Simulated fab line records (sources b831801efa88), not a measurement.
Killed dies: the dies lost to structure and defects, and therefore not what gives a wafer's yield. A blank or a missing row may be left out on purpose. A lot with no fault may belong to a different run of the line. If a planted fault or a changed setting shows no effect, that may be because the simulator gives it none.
Problem report, 8D (eight disciplines) form, completed by code    flow sky130    the parts of the form that need people (team, actions taken, sign-off) are left out

1. WHAT WENT WRONG
Wafers without a fault read 56.60 W, standard deviation 0.044; heater-power-total-W at SKY_SONOS_TUNNEL_SOFTBAKE_03 reads a mean of 54.66 W on 6 wafers belonging to 2 lots. That puts it -44 standard deviations away from the usual mean.
The step: time 60 s.
Earliest sighting: wafer L880.1 on litho-track-02 at day 14 19:08. At this step, 39 wafers from 13 lots have a number in the record. By rule, "out" or "out of limits" means more than 4 standard deviations away from the usual mean. The other wafers with a number count as sound.

2. WHAT IT IS, WHAT IT ISN'T
question                     is                                  is not
which readings at this step  heater-power-total-W, plate-temp-C  -
which lots                   L880, L881                          L868, L870, L871, L873, L874, L878, L886, L887, L888, L889, L890
which wafers of those lots   all that have a number              -
read on which tools          litho-track-02                      litho-track-01, litho-track-03
when                         from day 14 19:08                   up to then (18 sound wafers); but 15 sound wafers of L886, L887, L888, L889, L890 came after

3. WHAT RULES OUT EACH SUSPECT
Counting: a tool stays on the suspect list if, at a process step up to the reading, it processed all lots that are out and no sound lot following the first of them.
- litho-track-02 at SKY_SONOS_TUNNEL_SOFTBAKE_03 (time 60 s): ruled out as a lasting fault. Sound lots L890 ran on it after its first lot that is out, L880 (day 14 19:08).
Left after counting: nothing in the record.

4. THE CAUSE (what the simulator had put in)
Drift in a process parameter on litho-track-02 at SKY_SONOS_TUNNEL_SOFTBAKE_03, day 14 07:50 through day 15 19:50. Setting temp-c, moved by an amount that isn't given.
Counting ruled it out, wrongly.

5. SEQUENCE OF EFFECTS, ordered by route
One row per reading whose mean, taken over the struck wafers that have a number, lies over 3 standard deviations from the usual. Only readings for which the record gives a usual standard deviation are gone through. hours: the time from each lot's start at the first step in this table that gives one to its start at this step, as a median over the lots. sigmas: the change in usual standard deviations.
hours  step                          reading               usual    on struck wafers  change  sigmas
0      SKY_SONOS_TUNNEL_SOFTBAKE_03  heater-power-total-W  56.60 W  54.66             -1.95   -44
0      SKY_SONOS_TUNNEL_SOFTBAKE_03  plate-temp-C          89.99 C  87.77             -2.22   -15
Process steps it contains:
- SKY_SONOS_TUNNEL_SOFTBAKE_03: time 60 s.

6. HOW IT WOULD HAVE BEEN CAUGHT EARLIER
11 hours passed between the start of the fault at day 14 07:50 and the first reading out of limits in this record, taken at day 14 19:08.
